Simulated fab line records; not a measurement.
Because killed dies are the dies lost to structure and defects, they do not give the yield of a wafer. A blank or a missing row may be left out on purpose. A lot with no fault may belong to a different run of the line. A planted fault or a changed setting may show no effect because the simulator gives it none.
One fault seen from 2 desks	flow sky130	each desk has only its own numbers; what lay behind them comes last

THE TOOL OWNER'S DESK: implanter-03
The tool's own readings at SKY_RES_XHIGH_IMPLANT_07: means of the sampled wafers that have a number, for each lot that ran on this tool. The brackets show how far a lot's mean lies from the usual mean; more than 4 standard deviations puts the lot out of limits, marked OUT.
Columns: A = beam_energy_keV at SKY_RES_XHIGH_IMPLANT_07, usual 19.999; B = dose_ions_cm2 at SKY_RES_XHIGH_IMPLANT_07, usual 3.6e+14
lot	first seen here	A	B
L648	day 30 02:39	19.997	3.6e+14
L649	day 30 10:03	20.002	3.6e+14
L650	day 30 19:35	20.002	3.8e+14 (+56) OUT
L653	day 31 12:02	20.001	3.8e+14 (+54) OUT
L661	day 33 23:11	20.006	3.6e+14
Finding of this desk: L650, L653 out of limits; the first was L650 at day 30 19:35, on dose_ions_cm2 at SKY_RES_XHIGH_IMPLANT_07. L648, L649, L661: within limits.

FROM THE METROLOGY DESK
What the gauges read for every lot (on any tool): the sampled wafers with a number, averaged. The brackets show how far a lot's mean lies from the usual mean; more than 4 standard deviations puts the lot out of limits, marked OUT.
Columns: A = LDD_HVN_TW at SKY_LDD_HVN_TW_MEAS_10, usual 1446; B = RES_XHIGH_RS at SKY_SD_N_RS_MEAS_18, usual 332.9 ohm/sq
lot	first seen here	A	B
L639	day 20 03:10	1447	331.6
L642	day 21 12:22	1445	334.7
L647	day 23 12:01	1429	334.3
L648	day 24 00:46	1450	330.7
L649	day 24 07:59	1454	332.4
L650	day 24 16:01	1428	316.9 (-11) OUT
L651	day 24 17:21	1451	334.8
L653	day 25 10:34	1455	318.0 (-9.9) OUT
L654	day 25 20:06	1434	331.8
L657	day 26 14:11	1461	335.4
L661	day 28 01:49	1457	332.1
L662	day 28 08:43	1445	331.7
Per this desk, out of limits: L650, L653; the first was L650, day 32 00:36 (RES_XHIGH_RS at SKY_SD_N_RS_MEAS_18). L639, L642, L647, L648, L649, L651, L654, L657, L661, L662: within limits.

PUT TOGETHER
An alarm could have come from the tool owner's desk at day 30 19:35, on L650, L653.
The metrology desk could have raised an alarm at day 32 00:36, on L650, L653.
Of the lots named, all ran SKY_RES_XHIGH_IMPLANT_07 on implanter-03.

WHAT THE SIMULATOR HAD PUT IN
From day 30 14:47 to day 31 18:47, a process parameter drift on implanter-03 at SKY_RES_XHIGH_IMPLANT_07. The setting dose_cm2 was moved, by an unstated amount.
Struck lots among those shown: L650, L653.
Hours from the fault's start to each desk's first reading out of limits: the tool owner's desk, 5; the metrology desk, 34.
